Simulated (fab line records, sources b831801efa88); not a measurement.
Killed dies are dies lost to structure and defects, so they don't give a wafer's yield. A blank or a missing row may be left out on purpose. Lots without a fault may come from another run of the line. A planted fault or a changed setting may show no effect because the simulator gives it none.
fab line records | flow sky130
record lots=6 wafers=18 last_day=51
route steps=708 shown LI_CONTACT@369 LOCAL_INTERCONNECT@387 CONTACT@406 PAD_OPEN@708
lots that met no fault: from a run of the same line without faults
start_h: hours from the record's first day to the start of the lot's first wafer shown | wait_h: hours since the lot's step before | " the same as in the row above | L1.1+2: a row that stands for several wafers | - no value, or no start given | * or withheld: withheld | < > ~ a bound
route shown NAME@n: a module of which the file shows steps, and the number in the route of the first | usual: mean/standard deviation of fault-free wafers | same: alike in all rows | chamber/n: place in a boat | sites: the reading at each site | _std_site: their standard deviation | _edge_site: outer sites' mean less inner sites' | radius_mm: how far each site lies from the wafer's centre | mask NAME#n: copy n | behind: the tool/chamber that last shaped the wafer | hold: why the lot was held/for how many hours/how that ended | device: the transistor (n, p or np) that didn't switch | end of line: the same wafers' tests at the end of the route | a step without rows: its recipe alone | killed: dies lost to structure and defects at the first sort, not the wafer's yield | map: a wafer's dies, x killed, . not, _ none there
set.NAME: the setting as run; set.NAME@STEP: as run at that earlier step | model.NAME: the simulator's own value behind a step, which no gauge read
lots at some steps of the route; a table a step, a row a wafer
services: from which hour (start_h, from the record's first day; less than 0 if before it) a tool's chamber was out of use, for how many hours, and why
## steps
# step SKY_LI_CONTACT_COAT_07
# recipe resist=KrF-thick spin_rpm=3000 resist_thk_nm=450
# step SKY_LI_CONTACT_SOFTBAKE_08
# recipe temp_c=100.5 time_s=90 resist=KrF-thick
# step SKY_LI_CONTACT_EXPOSE_09
# recipe mask_id=LICM1 na=0.8 source_shape=annular sigma_inner=0.55 sigma_outer=0.85 target_cd_nm=170 dose_mj=38
# step SKY_LI_CONTACT_PEB_10
# recipe peb_temp_c=withheld peb_time_s=withheld resist=KrF-thick
# step SKY_LI_CONTACT_DEVELOP_11
# recipe develop_time_s=60 resist=KrF-thick dev_temp_c=21
# step SKY_LI_CONTACT_CD_MEAS_12
# recipe target_cd_nm=170
# usual cd_nm=169.8/1.3
# columns lot.wafer tool chamber start_h wait_h cd_nm
L825.1 cd_sem-02 - 753.33 - 169.7
L825.3 " - " " 171.1
L825.4 " - " " 169.6
L824.1 cd_sem-02 - 754.78 - 169.9
L824.2 " - " " 170.0
L824.3 " - " " 168.6
L828.3 cd_sem-01 - 780.43 - 169.7
L828.4 " - " " 169.7
L828.6 " - " " 170.8
L834.1 cd_sem-02 - 823.84 - 166.9
L834.3 " - " " 169.1
L834.5 " - " " 168.9
L839.3 cd_sem-02 - 881.58 - 168.4
L839.4 " - " " 169.6
L839.5 " - " " 170.2
L837.1 cd_sem-02 - 884.34 - 169.6
L837.5 " - " " 170.3
L837.6 " - " " 169.3
# step SKY_LI_CONTACT_OVL_MEAS_13
# usual LI_CONTACT_OVL=1/6.8
# columns lot.wafer tool chamber start_h wait_h LI_CONTACT_OVL[nm]
L825.1 overlay-01 - 753.45 0.1 3
L825.3 " - " " 2
L825.4 " - " " 2
L824.1 overlay-02 - 754.90 0.1 -2
L824.2 " - " " -4
L824.3 " - " " 2
L828.3 overlay-02 - 780.52 0.1 -8
L828.4 " - " " -5
L828.6 " - " " -6
L834.1 overlay-01 - 823.96 0.1 -13
L834.3 " - " " -10
L834.5 " - " " -5
L839.3 overlay-02 - 881.67 0.1 10
L839.4 " - " " 3
L839.5 " - " " 9
L837.1 overlay-02 - 884.46 0.1 1
L837.5 " - " " -8
L837.6 " - " " 4
# step SKY_LI_CONTACT_ETCH_14
# recipe chemistry=N2/H2 target=BARC ion_energy_ev=200 source_w=500 bias_w=100 pressure_mtorr=30 n2_flow_sccm=100 h2_flow_sccm=200 stop_on=SiO2 time_s=45.9 target_depth_a=600
# step SKY_LI_CONTACT_ETCH_15
# recipe target=PSG chemistry=C4F8/O2/Ar stop_on=Si taper_deg=4.15 mask_material=KrF-thick source_w=1500 bias_w=1200 pressure_mtorr=40 c4f8_flow_sccm=withheld O2_flow_sccm=6 Ar_flow_sccm=300 time_s=withheld target_depth_a=6000
# step SKY_LI_CONTACT_STRIP_16
# recipe chemistry=O2/N2 power_w=1400 pressure_mtorr=1500 platen_temp_c=withheld o2_flow_sccm=3000 n2_flow_sccm=300 overash_fraction=0.5
# step SKY_LI_CONTACT_CLEAN_17
# recipe chemistry=NMP time_s=600 temp_c=60 dry=n2_spin
# step SKY_LI_CONTACT_PRE_CLEAN_18
# recipe gas=Ar time_s=5.6 bias_v=358
# step SKY_LI_CONTACT_SPUTTER_19
# recipe material=Ti target_thk_nm=20 chamber_pressure_pa=5 power_w=2500 substrate_temp_c=200 time_s=106.37
# usual throttle_valve_pct=30.0/0.74
# columns lot.wafer tool chamber start_h wait_h throttle_valve_pct
L825.1 pvd_sputter-01 - 753.91 0.0 30.0
L825.3 " - " " 32.0
L825.4 " - " " 29.9
L824.1 pvd_sputter-01 - 755.38 0.0 30.2
L824.2 " - " " 30.0
L824.3 " - " " 29.9
L828.3 pvd_sputter-04 - 780.98 0.0 29.9
L828.4 " - " " 30.5
L828.6 " - " " 30.2
L834.1 pvd_sputter-01 - 824.42 0.0 30.2
L834.3 " - " " 29.9
L834.5 " - " " 32.0
L839.3 pvd_sputter-04 - 882.12 0.0 30.1
L839.4 " - " " 30.6
L839.5 " - " " 30.3
L837.1 pvd_sputter-04 - 884.92 0.0 30.5
L837.5 " - " " 29.8
L837.6 " - " " 28.9
# step SKY_LI_CONTACT_SPUTTER_20
# recipe material=TiN target_thk_nm=20 chamber_pressure_pa=5 power_w=4000 time_s=80
# usual throttle_valve_pct=30.0/0.75
# columns lot.wafer tool chamber start_h wait_h throttle_valve_pct
L825.1 pvd_sputter-01 - 753.99 0.0 30.0
L825.3 " - " " 32.0
L825.4 " - " " 29.7
L824.1 pvd_sputter-01 - 755.45 0.0 30.3
L824.2 " - " " 29.7
L824.3 " - " " 29.9
L828.3 pvd_sputter-04 - 781.06 0.0 29.7
L828.4 " - " " 30.6
L828.6 " - " " 30.2
L834.1 pvd_sputter-01 - 824.49 0.0 30.5
L834.3 " - " " 29.5
L834.5 " - " " 31.8
L839.3 pvd_sputter-04 - 882.19 0.0 30.1
L839.4 " - " " 30.1
L839.5 " - " " 30.6
L837.1 pvd_sputter-04 - 884.99 0.0 30.6
L837.5 " - " " 29.8
L837.6 " - " " 29.0
# step SKY_LI_CONTACT_CVD_21
# recipe material=W target_thk_nm=400 time_s=120.56 temp_c=400 pressure_torr=40
# step SKY_LI_CONTACT_RS_MEAS_22
# recipe thk_meas_gauge=four-point-probe reads=W_of_LI_CONTACT_CVD_21+TiN_of_LI_CONTACT_SPUTTER_20+Ti_of_LI_CONTACT_SPUTTER_19
# usual LI_CONTACT_W_RS=0.2845/0.0025
# columns lot.wafer tool chamber start_h wait_h LI_CONTACT_W_RS[ohm/sq]
L825.1 film_metro-02 - 754.17 0.1 0.2825
L825.3 " - " " 0.2835
L825.4 " - " " 0.2838
L824.1 film_metro-02 - 755.64 0.1 0.2828
L824.2 " - " " 0.2875
L824.3 " - " " 0.2834
L828.3 film_metro-02 - 781.28 0.1 0.2829
L828.4 " - " " 0.2849
L828.6 " - " " 0.2861
L834.1 film_metro-04 - 824.68 0.1 0.2859
L834.3 " - " " 0.2874
L834.5 " - " " 0.2885
L839.3 film_metro-02 - 882.42 0.1 0.2845
L839.4 " - " " 0.2798
L839.5 " - " " 0.2807
L837.1 film_metro-03 - 885.18 0.1 0.2828
L837.5 " - " " 0.2878
L837.6 " - " " 0.2829
# step SKY_LI_CONTACT_THK_MEAS_23
# recipe thk_meas_gauge=xrf reads=W_of_LI_CONTACT_CVD_21
# usual LI_CONTACT_W_THK=392/4.4
# columns lot.wafer tool chamber start_h wait_h LI_CONTACT_W_THK[nm]
L825.1 film_metro-02 - 754.29 0.1 394
L825.3 " - " " 392
L825.4 " - " " 391
L824.1 film_metro-02 - 755.76 0.1 392
L824.2 " - " " 385
L824.3 " - " " 388
L828.3 film_metro-02 - 781.38 0.1 393
L828.4 " - " " 391
L828.6 " - " " 390
L834.1 film_metro-04 - 824.80 0.1 398
L834.3 " - " " 393
L834.5 " - " " 391
L839.3 film_metro-02 - 882.52 0.1 388
L839.4 " - " " 397
L839.5 " - " " 395
L837.1 film_metro-03 - 885.30 0.1 393
L837.5 " - " " 388
L837.6 " - " " 395
# step SKY_LI_CONTACT_CMP_24
# recipe stop_on=PSG t_overpolish_s=20 down_force_psi=3.5 platen_rpm=60 target_thk_nm=0 pad_velocity_m_s=0.94248
# usual motor_current_A=11.4/1.2 overpolish_run_s=20.000/0.0089 time_to_endpoint_s=98/3.5
# columns lot.wafer tool chamber start_h wait_h motor_current_A overpolish_run_s time_to_endpoint_s
L825.1 cmp-02 3 754.40 0.1 10.7 19.992 100
L825.4 " 0 " " 11.8 20.013 105
L825.3 " 1 " " 11.6 20.003 97
L824.3 cmp-02 1 755.82 0.0 12.2 20.007 99
L824.1 " 3 " " 11.0 19.997 101
L824.2 " 0 " " 12.2 20.001 99
L828.3 cmp-01 3 781.47 0.1 9.6 20.001 97
L828.4 " 1 " " 13.0 19.985 95
L828.6 " 3 " " 9.5 20.006 95
L834.3 cmp-01 0 824.86 0.0 11.7 19.998 98
L834.1 " 1 " " 13.1 19.985 103
L834.5 " 1 " " 12.6 19.993 100
L839.4 cmp-02 3 882.56 0.0 10.4 19.996 96
L839.3 " 1 " " 12.2 20.004 94
L839.5 " 3 " " 11.3 19.987 95
L837.1 cmp-01 3 885.46 0.1 9.3 20.007 106
L837.6 " 1 " " 12.8 20.000 101
L837.5 " 2 " " 11.8 20.001 100
# step SKY_LOCAL_INTERCONNECT_SPUTTER_00
# recipe material=TiN target_thk_nm=100 temp_c=300 power_w=6500 time_s=83.3 chamber_pressure_pa=0.4
# step SKY_LOCAL_INTERCONNECT_RS_MEAS_01
# recipe thk_meas_gauge=four-point-probe reads=TiN_of_LOCAL_INTERCONNECT_SPUTTER_00
# usual LOCAL_INTERCONNECT_TIN_RS=14.17/0.16
# columns lot.wafer tool chamber start_h wait_h LOCAL_INTERCONNECT_TIN_RS[ohm/sq]
L825.1 film_metro-02 - 754.72 0.0 14.12
L825.3 " - " " 14.06
L825.4 " - " " 14.30
L824.1 film_metro-04 - 756.18 0.0 14.28
L824.2 " - " " 14.20
L824.3 " - " " 14.13
L828.3 film_metro-01 - 781.83 0.1 13.95
L828.4 " - " " 14.21
L828.6 " - " " 14.01
L834.1 film_metro-02 - 825.22 0.0 14.14
L834.3 " - " " 14.29
L834.5 " - " " 14.29
L839.3 film_metro-01 - 882.96 0.1 14.21
L839.4 " - " " 14.09
L839.5 " - " " 14.10
L837.1 film_metro-04 - 885.72 0.0 14.15
L837.5 " - " " 13.99
L837.6 " - " " 14.13
# step SKY_LOCAL_INTERCONNECT_THK_MEAS_02
# recipe thk_meas_gauge=xrf reads=TiN_of_LOCAL_INTERCONNECT_SPUTTER_00
# usual LOCAL_INTERCONNECT_TIN_THK=101.3/1.3
# columns lot.wafer tool chamber start_h wait_h LOCAL_INTERCONNECT_TIN_THK[nm]
L825.1 film_metro-02 - 754.84 0.1 102.2
L825.3 " - " " 102.8
L825.4 " - " " 100.6
L824.1 film_metro-04 - 756.30 0.1 100.4
L824.2 " - " " 101.1
L824.3 " - " " 101.1
L828.3 film_metro-01 - 781.93 0.1 101.7
L828.4 " - " " 99.9
L828.6 " - " " 101.3
L834.1 film_metro-02 - 825.34 0.1 102.7
L834.3 " - " " 101.2
L834.5 " - " " 101.3
L839.3 film_metro-01 - 883.06 0.1 100.8
L839.4 " - " " 101.4
L839.5 " - " " 101.2
L837.1 film_metro-04 - 885.84 0.1 100.4
L837.5 " - " " 102.0
L837.6 " - " " 100.6
# step SKY_LOCAL_INTERCONNECT_DEHYDRATE_03
# recipe temp_c=200 time_s=60
# step SKY_LOCAL_INTERCONNECT_HMDS_04
# recipe prime_time_s=60 prime_temp_c=120
# step SKY_LOCAL_INTERCONNECT_COAT_05
# recipe resist=BARC temp_c=withheld time_s=withheld spin_rpm=3000 resist_thk_nm=60
# step SKY_LOCAL_INTERCONNECT_COAT_06
# recipe resist=KrF-thick spin_rpm=3000 resist_thk_nm=450
# step SKY_LOCAL_INTERCONNECT_SOFTBAKE_07
# recipe temp_c=100 time_s=90 resist=KrF-thick
# step SKY_LOCAL_INTERCONNECT_EXPOSE_08
# recipe mask_id=LI1M na=0.8 source_shape=annular sigma_inner=0.55 sigma_outer=0.85 target_cd_nm=170 dose_mj=28
# step SKY_LOCAL_INTERCONNECT_PEB_09
# recipe peb_temp_c=withheld peb_time_s=withheld resist=KrF-thick
# step SKY_LOCAL_INTERCONNECT_DEVELOP_10
# recipe develop_time_s=60 resist=KrF-thick dev_temp_c=21
# step SKY_LOCAL_INTERCONNECT_CD_MEAS_11
# recipe target_cd_nm=170
# usual cd_nm=169.6/1.6
# columns lot.wafer tool chamber start_h wait_h cd_nm
L825.1 cd_sem-01 - 781.99 - 168.5
L825.3 " - " " 171.0
L825.4 " - " " 169.3
L824.1 cd_sem-01 - 783.44 - 170.2
L824.2 " - " " 169.9
L824.3 " - " " 171.6
L828.3 cd_sem-01 - 808.33 - 167.6
L828.4 " - " " 167.6
L828.6 " - " " 168.1
L834.1 cd_sem-02 - 851.32 - 168.8
L834.3 " - " " 167.8
L834.5 " - " " 170.1
L839.3 cd_sem-01 - 908.56 - 170.1
L839.4 " - " " 169.9
L839.5 " - " " 170.1
L837.1 cd_sem-01 - 911.42 - 171.3
L837.5 " - " " 170.6
L837.6 " - " " 171.4
# step SKY_LOCAL_INTERCONNECT_OVL_MEAS_12
# usual LOCAL_INTERCONNECT_OVL=1/6.2
# columns lot.wafer tool chamber start_h wait_h LOCAL_INTERCONNECT_OVL[nm]
L825.1 overlay-01 - 782.11 0.1 3
L825.3 " - " " 5
L825.4 " - " " -2
L824.1 overlay-02 - 783.56 0.1 -3
L824.2 " - " " -7
L824.3 " - " " -1
L828.3 overlay-02 - 808.42 0.1 -4
L828.4 " - " " -15
L828.6 " - " " -7
L834.1 overlay-02 - 851.44 0.1 -12
L834.3 " - " " -13
L834.5 " - " " -14
L839.3 overlay-01 - 908.65 0.1 -2
L839.4 " - " " 5
L839.5 " - " " 9
L837.1 overlay-02 - 911.54 0.1 -1
L837.5 " - " " -6
L837.6 " - " " -3
# step SKY_LOCAL_INTERCONNECT_ETCH_13
# recipe chemistry=N2/H2 target=BARC ion_energy_ev=200 bias_w=100 pressure_mtorr=30 n2_flow_sccm=100 h2_flow_sccm=200 icp_w=510.2 stop_on=SiO2 time_s=45.9 target_depth_a=600
# usual drypump_motor_current_A=5.7/0.37 h2_flow_sccm=200.1/0.56 oes_product_au=0.854/0.005 throttle_valve_pct=13.224/0.0094
# columns lot.wafer tool chamber start_h wait_h drypump_motor_current_A h2_flow_sccm oes_product_au rf_hours_counter_h throttle_valve_pct
L825.1 rie_metal-02 1 782.14 0.0 5.4 200.5 0.861 3 13.209
L825.3 " 1 " " 5.4 200.1 0.858 - 13.219
L825.4 " 1 " " 5.4 200.5 0.852 - 13.224
L824.1 rie_metal-02 1 783.59 0.0 5.3 199.3 0.857 3 13.212
L824.2 " 1 " " 5.3 200.2 0.850 - 13.232
L824.3 " 1 " " 5.3 199.9 0.854 - 13.225
L828.3 rie_metal-04 1 808.46 0.0 5.3 200.5 0.853 - 13.227
L828.4 " 0 " " 6.1 200.2 0.856 - 13.228
L828.6 " 0 " " 6.1 200.5 0.863 - 13.226
L834.1 rie_metal-02 0 851.47 0.0 6.2 200.4 0.847 2 13.217
L834.3 " 0 " " 6.2 200.5 0.845 - 13.230
L834.5 " 0 " " 6.2 200.4 0.851 - 13.214
L839.3 rie_metal-02 1 908.69 0.0 5.4 200.0 0.850 - 13.226
L839.4 " 0 " " 6.2 200.3 0.868 - 13.222
L839.5 " 1 " " 5.4 200.8 0.856 - 13.222
L837.1 rie_metal-02 0 911.57 0.0 6.1 199.9 0.848 4 13.213
L837.5 " 1 " " 5.4 199.9 0.854 - 13.235
L837.6 " 0 " " 6.2 200.0 0.850 - 13.218
# step SKY_LOCAL_INTERCONNECT_METAL_ETCH_14
# recipe target_depth_nm=110 stop_on=PSG chemistry=Cl2/BCl3 target=TiN resist_sidewall_deg=88 pressure_mtorr=10 icp_w=900 bias_w=48.5 Cl2_flow_sccm=60 bcl3_flow_sccm=30 time_s=31.4
# usual drypump_motor_current_A=5.7/0.37 oes_product_au=0.941/0.0075 throttle_valve_pct=21.902/0.0099
# columns lot.wafer tool chamber start_h wait_h drypump_motor_current_A oes_product_au rf_hours_counter_h throttle_valve_pct
L825.1 rie_metal-02 1 782.27 0.1 5.4 0.940 3 21.909
L825.3 " 1 " " 5.4 0.953 - 21.905
L825.4 " 1 " " 5.4 0.934 - 21.908
L824.1 rie_metal-02 1 783.72 0.1 5.4 0.935 3 21.906
L824.2 " 1 " " 5.4 0.949 - 21.896
L824.3 " 1 " " 5.4 0.942 - 21.898
L828.3 rie_metal-04 1 808.52 0.0 5.3 0.944 - 21.899
L828.4 " 0 " " 6.1 0.934 - 21.901
L828.6 " 0 " " 6.1 0.951 - 21.893
L834.1 rie_metal-02 0 851.54 0.0 6.2 0.941 2 21.891
L834.3 " 0 " " 6.2 0.942 - 21.909
L834.5 " 0 " " 6.2 0.934 - 21.906
L839.3 rie_metal-02 1 908.75 0.0 5.4 0.933 - 21.902
L839.4 " 0 " " 6.2 0.945 - 21.897
L839.5 " 1 " " 5.4 0.935 - 21.887
L837.1 rie_metal-02 0 911.64 0.0 6.2 0.944 4 21.916
L837.5 " 1 " " 5.4 0.942 - 21.912
L837.6 " 0 " " 6.2 0.946 - 21.902
# step SKY_LOCAL_INTERCONNECT_STRIP_15
# recipe chemistry=O2/N2 power_w=1400 pressure_mtorr=1500 platen_temp_c=withheld o2_flow_sccm=3000 n2_flow_sccm=300 overash_fraction=0.5
# step SKY_LOCAL_INTERCONNECT_STRIP_16
# recipe chemistry=post_etch_residue_remover time_s=1200 temp_c=72.5
# step SKY_LOCAL_INTERCONNECT_CLEAN_17
# recipe chemistry=IPA time_s=180 temp_c=25
# step SKY_LOCAL_INTERCONNECT_CLEAN_18
# recipe chemistry=O3/DIW dry=n2_spin
# step SKY_CONTACT_CVD_00
# recipe material=Si3N4 target_thk_nm=75 temp_c=400 time_s=withheld rf_w=450
# usual heater_power_w=697/89
# columns lot.wafer tool chamber start_h wait_h heater_power_w
L825.1 pecvd-03 0 783.00 0.0 594
L825.3 " 1 " " 613
L825.4 " 0 " " 599
L824.1 pecvd-02 2 784.45 0.0 673
L824.2 " 1 " " 787
L824.3 " 0 " " 634
L828.3 pecvd-04 0 809.16 0.0 861
L828.4 " 1 " " 701
L828.6 " 2 " " 737
L834.1 pecvd-03 2 852.24 0.0 646
L834.3 " 1 " " 715
L834.5 " 0 " " 645
L839.3 pecvd-03 1 909.38 0.0 657
L839.4 " 0 " " 628
L839.5 " 1 " " 670
L837.1 pecvd-03 2 912.28 0.0 551
L837.5 " 0 " " 654
L837.6 " 1 " " 693
# step SKY_CONTACT_THK_MEAS_01
# recipe reads=Si3N4_of_CONTACT_CVD_00
# usual CONTACT_CVD_00_THK=75.0/1.1
# columns lot.wafer tool chamber start_h wait_h CONTACT_CVD_00_THK[nm]
L825.1 film_metro-01 - 783.04 - 74.5
L825.3 " - " " 75.3
L825.4 " - " " 76.3
L824.1 film_metro-03 - 784.49 - 74.9
L824.2 " - " " 74.4
L824.3 " - " " 74.2
L828.3 film_metro-01 - 809.21 - 73.2
L828.4 " - " " 76.1
L828.6 " - " " 75.4
L834.1 film_metro-03 - 852.28 - 74.1
L834.3 " - " " 74.1
L834.5 " - " " 74.7
L839.3 film_metro-04 - 909.43 - 73.6
L839.4 " - " " 74.5
L839.5 " - " " 75.0
L837.1 film_metro-04 - 912.31 - 74.8
L837.5 " - " " 74.3
L837.6 " - " " 74.8
# step SKY_CONTACT_HDPCVD_02
# recipe material=SiO2 target_thk_nm=565 sigma_open_frac=0.3 time_s=94.2 temp_c=600 sih4_flow_sccm=60 pressure_mtorr=6
# step SKY_CONTACT_THK_MEAS_03
# recipe reads=SiO2_of_CONTACT_HDPCVD_02
# usual CONTACT_HDPCVD_THK=565/6.6
# columns lot.wafer tool chamber start_h wait_h CONTACT_HDPCVD_THK[nm]
L825.1 film_metro-04 - 783.17 0.0 556
L825.3 " - " " 560
L825.4 " - " " 563
L824.1 film_metro-01 - 784.62 0.0 563
L824.2 " - " " 571
L824.3 " - " " 566
L828.3 film_metro-03 - 809.34 0.1 571
L828.4 " - " " 571
L828.6 " - " " 567
L834.1 film_metro-01 - 852.41 0.0 556
L834.3 " - " " 561
L834.5 " - " " 559
L839.3 film_metro-01 - 909.56 0.1 568
L839.4 " - " " 564
L839.5 " - " " 559
L837.1 film_metro-01 - 912.44 0.0 566
L837.5 " - " " 562
L837.6 " - " " 568
# step SKY_CONTACT_CMP_04
# recipe material=SiO2 down_force_psi=4 platen_rpm=60 pad_velocity_m_s=0.94248
# step SKY_PAD_OPEN_PROBE_99
# usual killed_at_M0_to_M3=43/6.8 killed_at_M4_up=3.1/1.8 killed_at_contacts=25/5.8 killed_at_front_end=15/4.2 killed_at_other=0.3/0.5 killed_dies=87/9.7 killed_open=47/7.3 killed_short=39/6.6
# same gross_dies=492 killed_at_back_side=0
# columns lot.wafer tool chamber start_h wait_h killed_at_M0_to_M3 killed_at_M4_up killed_at_contacts killed_at_front_end killed_at_other killed_dies killed_open killed_short
L825.1 prober-02 - 1132.49 0.1 43 1 75 11 0 130 44 38
L825.3 prober-02 - 1132.59 0.2 41 1 50 9 0 101 41 31
L825.4 prober-02 - 1132.64 0.2 37 2 86 11 0 136 46 32
L824.1 prober-01 - 1133.60 0.1 34 2 81 9 0 126 42 29
L824.2 prober-01 - 1133.65 0.1 39 1 86 14 0 140 51 31
L824.3 prober-01 - 1133.70 0.2 37 2 85 22 0 146 53 34
# killed by level:class
L825.1 LI_CONTACT:unspecified=48 CONTACT:geometric_particle:open=13 VIA1:geometric_particle:open=10 METAL2:geometric_particle:short=6 VIA2:geometric_particle:open=6 LI_CONTACT:geometric_particle:open=5 METAL1:geometric_particle:short=5 FIELD_ISO:geometric_particle:short=4
L825.3 LI_CONTACT:unspecified=29 CONTACT:geometric_particle:open=9 VIA1:geometric_particle:open=9 VIA3:geometric_particle:open=7 METAL2:geometric_particle:short=6 VIA2:geometric_particle:open=6 FIELD_ISO:geometric_particle:open=4 LI_CONTACT:geometric_particle:short=4
L825.4 LI_CONTACT:unspecified=58 VIA1:geometric_particle:open=12 LI_CONTACT:geometric_particle:open=8 LI_CONTACT:geometric_particle:short=7 CONTACT:geometric_particle:open=6 VIA2:geometric_particle:open=6 VIA1:geometric_particle:short=5 VIA3:geometric_particle:open=4
L824.1 LI_CONTACT:unspecified=55 CONTACT:geometric_particle:open=14 VIA2:geometric_particle:open=7 METAL2:geometric_particle:short=5 LI_CONTACT:geometric_particle:open=4 CONTACT:geometric_particle:short=4 VIA1:geometric_particle:open=4 POLY_CUT:geometric_particle:open=3
L824.2 LI_CONTACT:unspecified=58 CONTACT:geometric_particle:open=12 VIA3:geometric_particle:open=10 LI_CONTACT:geometric_particle:open=8 VIA2:geometric_particle:open=7 VIA2:geometric_particle:short=6 POLY_GATE:geometric_particle:open=4 CONTACT:geometric_particle:short=4
L824.3 LI_CONTACT:unspecified=59 CONTACT:geometric_particle:open=10 VIA1:geometric_particle:open=8 METAL2:geometric_particle:short=8 VIA3:geometric_particle:open=7 POLY_GATE:geometric_particle:open=6 LI_CONTACT:geometric_particle:open=6 FIELD_ISO:geometric_particle:short=5
# map L824.3 (x killed, . not)
__________...x.x.x.._________
________x...xxxx..xx.._______
______..x....xxxxxxx...x_____
_____..x..xxxxxxxxxxx....____
____....x...xxxxxxxxxx...x___
___xx........xxxxxxxxx.....__
__..........xxxxxxxxxx......_
_.x.......x...xxxxx.xx..x...x
_........x.....x.xx..........
_xx.....x....x.....x.x...x...
_.....x.....x.x.x............
_........x....x....x.x.......
_......xx.....x.x.......x....
_x..........x..xx..xx.x......
_x.xx...x..x.x..x.x.xx..xx...
__x....x..x..x.....x........_
___...x...x..x.....x.......__
____x...x.x..x............___
_____x...x..x.....x.x....____
______x...x...xx......x._____
________..x.....x...x._______
__________x...x....._________
# map L825.4 (x killed, . not)
__________.x..x....x_________
________...x..xxxx...._______
______..x..............x_____
_____.......x.....x....x.____
____.........x............___
___........................__
__......x.......xx.......x.._
_.x.....x.x...x.......x.x...x
_.x..x....x.......x....x....x
_..x..........x..xx.xxxx.....
_x.x.x...x.xx.....xx.xxxxxx..
_..xx....x..x.....xxxxxxx.x..
_...xx.......xx..xxxxxxxxx.xx
_.....x...........xxxxxxxxx..
_..x...x.........xxxxxxxx.x..
__x.xx..........xx.xxxxx..x._
___..x.x.....xx.....xxxxx.x__
____..........x.....xx..x.___
_____....xx...........x..____
______....x.xx.........x_____
________....x.......x._______
__________......x..._________
## services
# columns tool chamber start_h hours kind
rie_metal-02 - 730.53 1.6 repair
pecvd-03 - 735.17 4.3 pm
cmp-02 - 736.40 2.8 repair
cmp-02 - 744.05 4.0 pm
rie_metal-02 - 748.32 1.4 repair
cmp-01 - 753.75 0.5 repair
cmp-01 - 754.23 2.7 repair
rie_metal-02 0 770.18 - clean
cmp-02 - 777.26 5.2 pm
cmp-02 - 809.74 2.5 repair
pvd_sputter-01 - 818.93 2.9 repair
pecvd-04 2 822.49 8.0 repair
pecvd-04 - 835.72 0.9 repair
pecvd-02 - 842.64 3.0 repair
cmp-01 - 843.77 1.6 repair
cmp-01 - 848.98 0.4 repair
rie_metal-02 1 849.39 1.5 repair
cmp-01 - 850.55 4.6 pm
pecvd-04 2 851.35 6.6 repair
cmp-02 - 861.64 0.3 repair
pvd_sputter-01 - 874.92 3.5 repair
pecvd-03 - 877.59 2.8 pm
pecvd-04 - 892.98 14.6 pm
cmp-01 - 912.00 4.0 pm
## key
first_sign step=SKY_PAD_OPEN_PROBE_99 reading=killed_at_contacts direction=up sigmas=9.1 usual=25 struck=77
effect step=SKY_PAD_OPEN_PROBE_99 reading=killed_dies direction=up sigmas=4.5 usual=87 struck=130
met_at SKY_LI_CONTACT_SPUTTER_19
struck_wafers L824.1,L824.2,L824.3,L825.1,L825.3,L825.4
tester_left_out L824,L825
fault kind=chamber_particle_source tool=pvd_sputter-01 chamber=- onset_h=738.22 steps=SKY_LI_CONTACT_SPUTTER_19 rate_per_visit_cm2=0.86698 end_h=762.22
# tester_left_out: of these lots the tester's yield and bins aren't shown, on N5 and GAA mostly nor the transistor test; their killed dies are dies lost to structure and defects alone, not to doping, threshold or leakage, so they don't give the yield
